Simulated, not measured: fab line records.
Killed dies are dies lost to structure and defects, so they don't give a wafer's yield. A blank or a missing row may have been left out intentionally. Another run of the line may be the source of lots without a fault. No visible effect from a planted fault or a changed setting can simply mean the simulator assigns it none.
Struck lot and sound lot, side by side    flow gf180mcu    26 out of 602 route steps
Sound: wafers L114.3, L114.4, L114.5. Struck: wafers L119.3, L119.6 (left out: L119.2, a lot-mate that was not struck); the cause follows at the end.
Per side, at each step with rows, come the tool, then ch with its chambers, and then its first start. Under that, the readings that differ: sound wafers    struck wafers    difference of the means    sigmas: that difference in standard deviations of wafers without a fault.
alike: readings with means less than 2 such deviations apart, plus words and numbers identical on both sides. not compared: withheld readings, readings lacking a value on some wafer, bounds such as >300 that could conceal the same value, and numbers that have no deviation in the record and whose values overlap.
A row with sigmas, a row that says differs or no value, or rows on one side alone: a step with any of these is where the two part. Non-overlapping numbers with no deviation appear without sigmas and do not part them. A reading missing from all wafers of one side parts the sides only when that side holds two or more wafers.

first, 6 steps without rows for these wafers: GF_TOP_METAL_HMDS_08 (prime time 60 s); GF_TOP_METAL_COAT_09 (resist thk 1500 nm); GF_TOP_METAL_SOFTBAKE_10 (time 60 s); GF_TOP_METAL_EXPOSE_11 (exposes mask MetalTop, target cd 440 nm); GF_TOP_METAL_PEB_12; GF_TOP_METAL_DEVELOP_13 (develop time 60 s).
GF_TOP_METAL_CD_MEAS_14 targets a cd of 440 nm.
  sound: cd-sem-02 at day 28 01:55; struck: cd-sem-02 at day 29 21:38
  alike: cd-nm
GF_TOP_METAL_OVL_MEAS_15:
  sound: overlay-01 at day 28 02:01; struck: overlay-02 at day 29 21:45
  alike: TOP_METAL_OVL
GF_TOP_METAL_METAL_ETCH_16: etches the open film in Cl2/BCl3, stops on SiO2, target depth 1077.5 nm, time 179.6 s.
  sound on rie-metal-04 ch 0,1, day 28 02:07; struck on rie-metal-02 ch 0,1, day 29 21:47
  alike: drypump-motor-current-A, oes-product-au, throttle-valve-pct
  not compared: rf-hours-counter-h
GF_TOP_METAL_STRIP_17: strips in O2/N2.
  sound on plasma-asher-03 ch 0,1, day 28 02:18; struck on plasma-asher-02 ch 0,1, day 29 21:57
reading                       sound              struck       difference  sigmas
strip-time-to-endpoint-s (s)  13.40 13.42 13.32  13.55 13.57  +0.18       +2
  alike: drypump-motor-current-A, heater-power-w, n2-flow-sccm, oes-product-au, platen-temp-c
  not compared: rf-hours-counter-h
then, 2 steps without rows for these wafers: GF_TOP_METAL_STRIP_18 (strips in post etch residue remover, time 1200 s); GF_TOP_METAL_CLEAN_19 (cleans in DIW).
GF_PASSIVATION_CVD_00: deposits SiO2 from TEOS, target thk 1000 nm, time 111.95 s.
  sound on pecvd-01 ch 0,1,2, day 28 02:48; struck on pecvd-01 ch 1, day 29 22:50
reading                                       sound            struck       difference  sigmas
model.SiO2_of_PASSIVATION_CVD_00.thk-nm (nm)  991.2 1008 1014  721.2 730.4  -278.6      
  alike: heater-power-w
GF_PASSIVATION_THK_MEAS_01:
  sound: film-metro-01 at day 28 02:54; struck: film-metro-04 at day 29 22:55
reading                      sound          struck   difference  sigmas
PASSIVATION_CVD_00_THK (nm)  991 1007 1014  721 730  -278        -23
GF_PASSIVATION_CVD_02: deposits Si3N4, target thk 700 nm, time 486.18 s.
  sound on pecvd-03 ch 1,2, day 28 02:56; struck on pecvd-04 ch 0,1, day 29 22:58
  alike: heater-power-w
GF_PASSIVATION_THK_MEAS_03:
  sound: film-metro-04 at day 28 03:14; struck: film-metro-04 at day 29 23:16
  alike: PASSIVATION_CVD_02_THK
then, 7 steps without rows for these wafers: GF_PASSIVATION_DEHYDRATE_04 (time 60 s); GF_PASSIVATION_HMDS_05 (prime time 60 s); GF_PASSIVATION_COAT_06 (resist thk 4000 nm); GF_PASSIVATION_SOFTBAKE_07; GF_PASSIVATION_EXPOSE_08 (exposes mask Pad, target cd 40000 nm); GF_PASSIVATION_PEB_09; GF_PASSIVATION_DEVELOP_10 (develop time 60 s).
GF_PASSIVATION_ETCH_11: etches the open film in CF4/O2, stops on TiN, target depth 1800 nm, time 400 s.
  sound on rie-diel-01 ch 0,2,3, day 28 22:25; struck on rie-diel-02 ch 1,3, day 30 17:35
reading                                  sound              struck       difference  sigmas
oes-product-au (a.u.)                    0.966 0.975 0.970  0.868 0.880  -0.096      -13
throttle-valve-pct (%)                   5.953 5.967 5.952  5.934 5.940  -0.020      -2
model.PASSIVATION.feature-depth-nm (nm)  1695 1723 1725     1411 1434    -292        
model.etch.depth-nm (nm)                 1695 1723 1725     1411 1434    -292        
  alike: drypump-motor-current-A
  not compared: rf-hours-counter-h
GF_PASSIVATION_STRIP_12: strips in O2/N2.
  sound on plasma-asher-03 ch 0,1, day 28 22:42; struck on plasma-asher-03 ch 0,1, day 30 17:50
  alike: drypump-motor-current-A, heater-power-w, n2-flow-sccm, oes-product-au, platen-temp-c, strip-time-to-endpoint-s
  not compared: rf-hours-counter-h
GF_PASSIVATION_PROBE_99:
  record: rows for the struck wafers here (prober-02, day 30 19:39), none for the sound ones

== WHERE THEY PART ==
Earliest at GF_TOP_METAL_STRIP_17; latest, in this record, at GF_PASSIVATION_PROBE_99.

WHY: what had been put in by the simulator
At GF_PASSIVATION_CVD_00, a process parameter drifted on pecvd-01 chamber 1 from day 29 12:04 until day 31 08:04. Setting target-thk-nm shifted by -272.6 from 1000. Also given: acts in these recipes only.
